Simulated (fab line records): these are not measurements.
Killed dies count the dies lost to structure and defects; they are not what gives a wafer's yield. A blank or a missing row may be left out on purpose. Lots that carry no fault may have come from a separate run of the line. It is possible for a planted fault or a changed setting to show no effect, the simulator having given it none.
The tool behind it: which one? :: flow sky130 :: 35 wafers from 12 lots sampled at 5 of the route's 708 steps

## WHAT THE GAUGES SHOWED, per wafer
SKY_LI_CONTACT_OVL_MEAS_13.
lot: L698
measured: day 29 09:42
on: overlay-01
LI_CONTACT_OVL (nm): 3 7 6

lot: L699
measured: day 30 01:10
on: overlay-01
LI_CONTACT_OVL (nm): -7 3 -2

lot: L702
measured: day 30 16:21
on: overlay-01
LI_CONTACT_OVL (nm): 4 -1 0

lot: L701
measured: day 30 17:10
on: overlay-01
LI_CONTACT_OVL (nm): -9 -6 -3

lot: L700
measured: day 30 18:24
on: overlay-01
LI_CONTACT_OVL (nm): -6 0 -6

lot: L703
measured: day 30 22:16
on: overlay-01
LI_CONTACT_OVL (nm): -1 -18 -2

lot: L705
measured: day 31 20:12
on: overlay-01
LI_CONTACT_OVL (nm): -6 0

lot: L714
measured: day 34 20:29
on: overlay-01
LI_CONTACT_OVL (nm): -9 -10 -7

lot: L715
measured: day 35 00:25
on: overlay-01
LI_CONTACT_OVL (nm): -3 2 4

lot: L717
measured: day 35 12:02
on: overlay-02
LI_CONTACT_OVL (nm): 0 4 -4

lot: L719
measured: day 35 21:41
on: overlay-02
LI_CONTACT_OVL (nm): -7 -8 -10

lot: L720
measured: day 36 04:52
on: overlay-01
LI_CONTACT_OVL (nm): -4 -1 -5

SKY_LI_CONTACT_THK_MEAS_23: measures by xrf.
lot: L698
measured: day 29 10:33
on: film_metro-03
LI_CONTACT_W_THK (nm): 401 394 396

lot: L699
measured: day 30 02:01
on: film_metro-03
LI_CONTACT_W_THK (nm): 405 409 409

lot: L702
measured: day 30 17:22
on: film_metro-03
LI_CONTACT_W_THK (nm): 405 406 402

lot: L701
measured: day 30 18:00
on: film_metro-03
LI_CONTACT_W_THK (nm): 404 394 401

lot: L700
measured: day 30 19:14
on: film_metro-03
LI_CONTACT_W_THK (nm): 410 408 405

lot: L703
measured: day 30 23:18
on: film_metro-04
LI_CONTACT_W_THK (nm): 403 406 407

lot: L705
measured: day 31 21:03
on: film_metro-03
LI_CONTACT_W_THK (nm): 403 403

lot: L714
measured: day 34 21:20
on: film_metro-04
LI_CONTACT_W_THK (nm): 401 408 407

lot: L715
measured: day 35 01:35
on: film_metro-03
LI_CONTACT_W_THK (nm): 395 395 395

lot: L717
measured: day 35 12:53
on: film_metro-04
LI_CONTACT_W_THK (nm): 397 413 408

lot: L719
measured: day 35 22:32
on: film_metro-04
LI_CONTACT_W_THK (nm): 417 415 418

lot: L720
measured: day 36 05:44
on: film_metro-02
LI_CONTACT_W_THK (nm): 405 409 413

## WHICH TOOL RAN EACH LOT (tool, then ch and the chambers of the sampled wafers, then the start)
lot: L698
SKY_SD_N_STRIP_11: plasma_asher-02 ch 0,1, day 28 04:59
SKY_LI_CONTACT_CMP_02: cmp-01 ch 0,1,2, day 28 05:57
SKY_LI_CONTACT_ETCH_15: rie_diel-04 ch 0,1,3, day 29 09:46

lot: L699
SKY_SD_N_STRIP_11: plasma_asher-04 ch 0,1, day 28 19:46
SKY_LI_CONTACT_CMP_02: cmp-01 ch 1,2,3, day 28 20:42
SKY_LI_CONTACT_ETCH_15: rie_diel-02 ch 0,1,2, day 30 01:14

lot: L702
SKY_SD_N_STRIP_11: plasma_asher-04 ch 0,1, day 29 11:14
SKY_LI_CONTACT_CMP_02: cmp-01 ch 0,2, day 29 12:13
SKY_LI_CONTACT_ETCH_15: rie_diel-04 ch 2,3, day 30 16:25

lot: L701
SKY_SD_N_STRIP_11: plasma_asher-01 ch 0,1, day 29 12:08
SKY_LI_CONTACT_CMP_02: cmp-01 ch 2,3, day 29 13:04
SKY_LI_CONTACT_ETCH_15: rie_diel-02 ch 0,1, day 30 17:14

lot: L700
SKY_SD_N_STRIP_11: plasma_asher-02 ch 0,1, day 29 13:20
SKY_LI_CONTACT_CMP_02: cmp-02 ch 0,1,3, day 29 14:15
SKY_LI_CONTACT_ETCH_15: rie_diel-04 ch 1,2,3, day 30 18:28

lot: L703
SKY_SD_N_STRIP_11: plasma_asher-01 ch 0,1, day 29 17:13
SKY_LI_CONTACT_CMP_02: cmp-02 ch 0,1,2, day 29 18:19
SKY_LI_CONTACT_ETCH_15: rie_diel-04 ch 2,3, day 30 22:20

lot: L705
SKY_SD_N_STRIP_11: plasma_asher-04 ch 1, day 30 15:14
SKY_LI_CONTACT_CMP_02: cmp-01 ch 2,3, day 30 16:17
SKY_LI_CONTACT_ETCH_15: rie_diel-04 ch 1,2, day 31 20:17

lot: L714
SKY_SD_N_STRIP_11: plasma_asher-02 ch 0, day 33 16:59
SKY_LI_CONTACT_CMP_02: cmp-01 ch 1,3, day 33 17:55
SKY_LI_CONTACT_ETCH_15: rie_diel-01 ch 2,3, day 34 20:33

lot: L715
SKY_SD_N_STRIP_11: plasma_asher-04 ch 0,1, day 33 21:41
SKY_LI_CONTACT_CMP_02: cmp-02 ch 1,2,3, day 33 22:46
SKY_LI_CONTACT_ETCH_15: rie_diel-01 ch 1,2, day 35 00:29

lot: L717
SKY_SD_N_STRIP_11: plasma_asher-02 ch 0,1, day 34 08:17
SKY_LI_CONTACT_CMP_02: cmp-02 ch 1,3, day 34 09:19
SKY_LI_CONTACT_ETCH_15: rie_diel-04 ch 1,2,3, day 35 12:07

lot: L719
SKY_SD_N_STRIP_11: plasma_asher-04 ch 0,1, day 34 18:20
SKY_LI_CONTACT_CMP_02: cmp-01 ch 2,3, day 34 19:22
SKY_LI_CONTACT_ETCH_15: rie_diel-02 ch 1,2, day 35 21:45

lot: L720
SKY_SD_N_STRIP_11: plasma_asher-01 ch 0,1, day 35 01:26
SKY_LI_CONTACT_CMP_02: cmp-01 ch 0,1, day 35 02:22
SKY_LI_CONTACT_ETCH_15: rie_diel-01 ch 0,2,3, day 36 04:56
- SKY_SD_N_STRIP_11: strips in O2/N2.
- SKY_LI_CONTACT_CMP_02: polishes PSG.
- SKY_LI_CONTACT_ETCH_15: etches PSG in C4F8/O2/Ar, stops on Si, target depth 600 nm.

## AS READ BY THE TOOLS THEMSELVES (means over the sampled wafers that have a number; for cases with no such wafer, the mark the record gives instead)
SKY_SD_N_STRIP_11.
lot: L698
tool: plasma_asher-02
drypump_motor_current_A (A): 4.8
n2_flow_sccm (sccm): 300.7
oes_product_au (a.u.): 0.524
strip_time_to_endpoint_s (s): 22.55

lot: L699
tool: plasma_asher-04
drypump_motor_current_A (A): 5.4
n2_flow_sccm (sccm): 299.6
oes_product_au (a.u.): 0.526
strip_time_to_endpoint_s (s): 22.60

lot: L702
tool: plasma_asher-04
drypump_motor_current_A (A): 5.4
n2_flow_sccm (sccm): 299.0
oes_product_au (a.u.): 0.531
strip_time_to_endpoint_s (s): 22.54

lot: L701
tool: plasma_asher-01
drypump_motor_current_A (A): 5.7
n2_flow_sccm (sccm): 299.9
oes_product_au (a.u.): 0.529
strip_time_to_endpoint_s (s): 22.62

lot: L700
tool: plasma_asher-02
drypump_motor_current_A (A): 4.8
n2_flow_sccm (sccm): 300.1
oes_product_au (a.u.): 0.522
strip_time_to_endpoint_s (s): 22.55

lot: L703
tool: plasma_asher-01
drypump_motor_current_A (A): 5.8
n2_flow_sccm (sccm): 299.3
oes_product_au (a.u.): 0.526
strip_time_to_endpoint_s (s): 22.59

lot: L705
tool: plasma_asher-04
drypump_motor_current_A (A): 5.3
n2_flow_sccm (sccm): 299.8
oes_product_au (a.u.): 0.528
strip_time_to_endpoint_s (s): 22.57

lot: L714
tool: plasma_asher-02
drypump_motor_current_A (A): 4.8
n2_flow_sccm (sccm): 301.0
oes_product_au (a.u.): 0.528
strip_time_to_endpoint_s (s): 22.56

lot: L715
tool: plasma_asher-04
drypump_motor_current_A (A): 5.3
n2_flow_sccm (sccm): 300.4
oes_product_au (a.u.): 0.527
strip_time_to_endpoint_s (s): 22.54

lot: L717
tool: plasma_asher-02
drypump_motor_current_A (A): 4.9
n2_flow_sccm (sccm): 300.4
oes_product_au (a.u.): 0.527
strip_time_to_endpoint_s (s): 22.57

lot: L719
tool: plasma_asher-04
drypump_motor_current_A (A): 5.4
n2_flow_sccm (sccm): 300.5
oes_product_au (a.u.): 0.527
strip_time_to_endpoint_s (s): 22.58

lot: L720
tool: plasma_asher-01
drypump_motor_current_A (A): 5.8
n2_flow_sccm (sccm): 300.4
oes_product_au (a.u.): 0.528
strip_time_to_endpoint_s (s): 22.54

SKY_LI_CONTACT_CMP_02.
lot: L698
tool: cmp-01
motor_current_A (A): 12.0
time_to_endpoint_s (s): 30.4

lot: L699
tool: cmp-01
motor_current_A (A): 10.7
time_to_endpoint_s (s): 31.6

lot: L702
tool: cmp-01
motor_current_A (A): 11.7
time_to_endpoint_s (s): 29.2

lot: L701
tool: cmp-01
motor_current_A (A): 11.1
time_to_endpoint_s (s): 27.3

lot: L700
tool: cmp-02
motor_current_A (A): 12.4
time_to_endpoint_s (s): 30.6

lot: L703
tool: cmp-02
motor_current_A (A): 12.1
time_to_endpoint_s (s): 29.4

lot: L705
tool: cmp-01
motor_current_A (A): 11.1
time_to_endpoint_s (s): 25.4

lot: L714
tool: cmp-01
motor_current_A (A): 11.2
time_to_endpoint_s (s): 29.9

lot: L715
tool: cmp-02
motor_current_A (A): 12.1
time_to_endpoint_s (s): 27.0

lot: L717
tool: cmp-02
motor_current_A (A): 12.0
time_to_endpoint_s (s): 29.1

lot: L719
tool: cmp-01
motor_current_A (A): 11.0
time_to_endpoint_s (s): 33.2

lot: L720
tool: cmp-01
motor_current_A (A): 12.5
time_to_endpoint_s (s): 29.2

SKY_LI_CONTACT_ETCH_15.
lot: L698
tool: rie_diel-04
oes_product_au (a.u.): 0.846
rf_fwd_power_W (W): 1496

lot: L699
tool: rie_diel-02
oes_product_au (a.u.): 0.839
rf_fwd_power_W (W): 1487

lot: L702
tool: rie_diel-04
oes_product_au (a.u.): 0.878
rf_fwd_power_W (W): 1491

lot: L701
tool: rie_diel-02
oes_product_au (a.u.): 0.879
rf_fwd_power_W (W): 1491

lot: L700
tool: rie_diel-04
oes_product_au (a.u.): 0.841
rf_fwd_power_W (W): 1493

lot: L703
tool: rie_diel-04
oes_product_au (a.u.): 0.838
rf_fwd_power_W (W): 1488

lot: L705
tool: rie_diel-04
oes_product_au (a.u.): 0.893
rf_fwd_power_W (W): 1490

lot: L714
tool: rie_diel-01
oes_product_au (a.u.): 0.836
rf_fwd_power_W (W): 1490

lot: L715
tool: rie_diel-01
oes_product_au (a.u.): 0.838
rf_fwd_power_W (W): 1490

lot: L717
tool: rie_diel-04
oes_product_au (a.u.): 0.839
rf_fwd_power_W (W): 1492

lot: L719
tool: rie_diel-02
oes_product_au (a.u.): 0.844
rf_fwd_power_W (W): 1487

lot: L720
tool: rie_diel-01
oes_product_au (a.u.): 0.836
rf_fwd_power_W (W): 1494

## THE ANSWER, worked out from the rows above alone
Rule: what is usual is taken from the lots themselves. The widest of any qualifying gaps counts: lots, ordered by their means at a reading, are off when they make up no more than a third of the lots, leave a main group of 4 or more, and stand apart from it by 3 or more times the standard deviation of that group's means. Not used: any main group whose means are identical at the precision the tables above print for the reading. A lot without any number at a reading at which 4 lots or more have one is off too. The other lots that the step has rows for count as sound. The gauges are gone through in route order, then the tools' own readings, and for those a lot's mean is taken as printed above. At the first step where some lot is off, the reading lying furthest off is the one used; lots without a number count as furthest.
Off, at SKY_LI_CONTACT_ETCH_15 on oes_product_au: L702, L701, L705. Mean 0.840 a.u. and standard deviation 0.0032 in the main group.
If a tool, at that step or one of the process steps before it, ran each lot that is off and ran no sound lot following the first of them, it fits. Not one of the candidates tried fits.

## WHAT THE SIMULATOR HAD INSERTED
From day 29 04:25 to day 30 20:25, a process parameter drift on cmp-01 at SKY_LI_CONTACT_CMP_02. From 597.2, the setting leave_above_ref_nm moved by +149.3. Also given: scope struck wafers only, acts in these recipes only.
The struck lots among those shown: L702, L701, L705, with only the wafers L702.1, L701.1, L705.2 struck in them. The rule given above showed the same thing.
